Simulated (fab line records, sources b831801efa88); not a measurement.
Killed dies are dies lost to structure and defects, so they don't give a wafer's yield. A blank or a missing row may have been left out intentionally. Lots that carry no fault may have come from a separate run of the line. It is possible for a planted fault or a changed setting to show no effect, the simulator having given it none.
Tool commonality check | flow gf180mcu | 42 wafers sampled across 14 lots

WHY THIS WAS OPENED
At GF_V5_CD_MEAS_14 the reading cd nm is flagged on 2 of 14 lots. Wafers without a fault read 260.0 nm, standard deviation 1.3.
Rule: a lot is flagged in two cases, either no wafer of it has a number, or all its wafers with numbers fall more than 4 standard deviations from that mean. As for the other lots, they are considered sound.

lot  | measured     | on        | cd nm (nm), wafer by wafer | flag
L959 | day 26 23:33 | cd sem-02 | 260.1 259.2 259.8          |
L960 | day 27 03:40 | cd sem-02 | 262.7 261.3 262.0          |
L961 | day 27 12:56 | cd sem-02 | 261.2 261.7 262.0          |
L963 | day 28 10:43 | cd sem-01 | 258.9 258.6 259.1          |
L962 | day 28 14:43 | cd sem-02 | 259.8 258.9 259.8          |
L964 | day 29 04:29 | cd sem-01 | 258.2 258.3 260.0          |
L965 | day 29 14:13 | cd sem-01 | 259.5 260.4 260.6          |
L970 | day 30 17:51 | cd sem-01 | 315.1 315.3 315.2          | FLAGGED
L971 | day 31 01:48 | cd sem-01 | 258.7 259.6 259.3          |
L974 | day 31 20:07 | cd sem-02 | 303.6 302.4 303.8          | FLAGGED
L976 | day 32 02:44 | cd sem-02 | 260.1 260.5 261.3          |
L979 | day 32 22:25 | cd sem-01 | 263.1 262.8 261.9          |
L980 | day 33 00:31 | cd sem-02 | 258.8 259.4 258.6          |
L982 | day 33 10:56 | cd sem-02 | 259.3 258.9 259.4          |
Average over the flagged lots: 309.2 nm; offset from the usual +49.2 nm, equal to +38 standard deviations.

TOOL THAT RAN EACH LOT
The record holds 3 process steps before the reading, out of a route of 602 steps. Each cell gives the tool, then ch followed by the chambers the sampled wafers passed through, then the start.
lot  | flag    | GF_MIM_SPUTTER_09            | GF_MIM_METAL_ETCH_19              | GF_V5_SOFTBAKE_10
L959 |         | pvd sputter-02, day 24 04:52 | rie metal-02 ch 0,1, day 25 03:19 | litho track-03 ch 0, day 26 13:00
L960 |         | pvd sputter-02, day 24 10:59 | rie metal-03 ch 0, day 25 07:52   | litho track-02 ch 0, day 26 17:00
L961 |         | pvd sputter-03, day 24 20:52 | rie metal-03 ch 0, day 25 17:49   | litho track-02 ch 0, day 27 03:00
L963 |         | pvd sputter-02, day 25 20:44 | rie metal-02 ch 0,1, day 26 17:51 | litho track-01 ch 0, day 28 01:00
L962 |         | pvd sputter-03, day 26 02:42 | rie metal-01 ch 0,1, day 26 22:43 | litho track-03 ch 0, day 28 05:00
L964 |         | pvd sputter-01, day 26 15:06 | rie metal-02 ch 0,1, day 27 11:18 | litho track-02 ch 0, day 28 18:00
L965 |         | pvd sputter-01, day 27 03:11 | rie metal-02 ch 0,1, day 27 22:55 | litho track-03 ch 0, day 29 05:00
L970 | FLAGGED | pvd sputter-01, day 28 08:26 | rie metal-02 ch 0,1, day 29 03:41 | litho track-03 ch 0, day 30 09:00
L971 |         | pvd sputter-03, day 28 16:14 | rie metal-01 ch 0, day 29 11:09   | litho track-02 ch 0, day 30 17:00
L974 | FLAGGED | pvd sputter-01, day 29 11:55 | rie metal-01 ch 0, day 30 05:57   | litho track-03 ch 0, day 31 10:00
L976 |         | pvd sputter-01, day 29 19:45 | rie metal-02 ch 0,1, day 30 13:15 | litho track-01 ch 0, day 31 18:00
L979 |         | pvd sputter-03, day 30 16:46 | rie metal-02 ch 1, day 31 09:51   | litho track-02 ch 0, day 32 14:00
L980 |         | pvd sputter-02, day 30 19:27 | rie metal-03 ch 1, day 31 13:16   | litho track-01 ch 0, day 32 16:00
L982 |         | pvd sputter-03, day 31 07:08 | rie metal-03 ch 0,1, day 32 00:31 | litho track-01 ch 0, day 33 03:00
What these steps do:
- GF_MIM_SPUTTER_09: material TiN, target thk 35 nm, time 29.2 s.
- GF_MIM_METAL_ETCH_19: etches the open film in Cl2/BCl3, stops on Si3N4, target depth 324.5 nm, time 54.1 s.
- GF_V5_SOFTBAKE_10: time 60 s.
- GF_V5_CD_MEAS_14: target cd 260 nm.

FLAGGED AGAINST TOTAL, ONE TOOL AT A TIME (gauges that did the reading follow at the end)
step                 | tool           | lots run | flagged | share of the flagged lots | sound lots run after its first flagged lot
GF_MIM_SPUTTER_09    | pvd sputter-01 | 5        | 2       | all                       | 1 (L976)
GF_MIM_SPUTTER_09    | pvd sputter-02 | 4        | 0       | none                      | -
GF_MIM_SPUTTER_09    | pvd sputter-03 | 5        | 0       | none                      | -
GF_MIM_METAL_ETCH_19 | rie metal-01   | 3        | 1       | some                      | 0
GF_MIM_METAL_ETCH_19 | rie metal-02   | 7        | 1       | some                      | 2 (L976,L979)
GF_MIM_METAL_ETCH_19 | rie metal-03   | 4        | 0       | none                      | -
GF_V5_SOFTBAKE_10    | litho track-01 | 4        | 0       | none                      | -
GF_V5_SOFTBAKE_10    | litho track-02 | 5        | 0       | none                      | -
GF_V5_SOFTBAKE_10    | litho track-03 | 5        | 2       | all                       | 0
GF_V5_CD_MEAS_14     | cd sem-01      | 6        | 1       | some                      | 2 (L971,L979)
GF_V5_CD_MEAS_14     | cd sem-02      | 8        | 1       | some                      | 3 (L976,L980,L982)

WHAT THE TABLE PERMITS
Every flagged lot went through 2 rows of the table: pvd sputter-01 at GF_MIM_SPUTTER_09 and litho track-03 at GF_V5_SOFTBAKE_10.
- pvd sputter-01 at GF_MIM_SPUTTER_09: 2 of its 5 lots flagged. Sound lots followed the first flagged one (L976) on it, something a lasting fault affecting the whole tool could not allow.
- litho track-03 at GF_V5_SOFTBAKE_10: 2 of its 5 lots flagged. Last sound lot L965 at day 29 05:00, first flagged lot L970 at day 30 09:00; a fault beginning in between fits. Its own readings lie more than 4 standard deviations out on every wafer of the flagged lots: heater power total W, plate temp C.
One tool is left: litho track-03 at GF_V5_SOFTBAKE_10.

WHAT THE SIMULATOR HAD INSERTED
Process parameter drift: litho track-03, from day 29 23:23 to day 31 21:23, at GF_V5_SOFTBAKE_10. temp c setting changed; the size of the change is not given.
Struck lots among those shown: L970, L974. The rule above found the same.
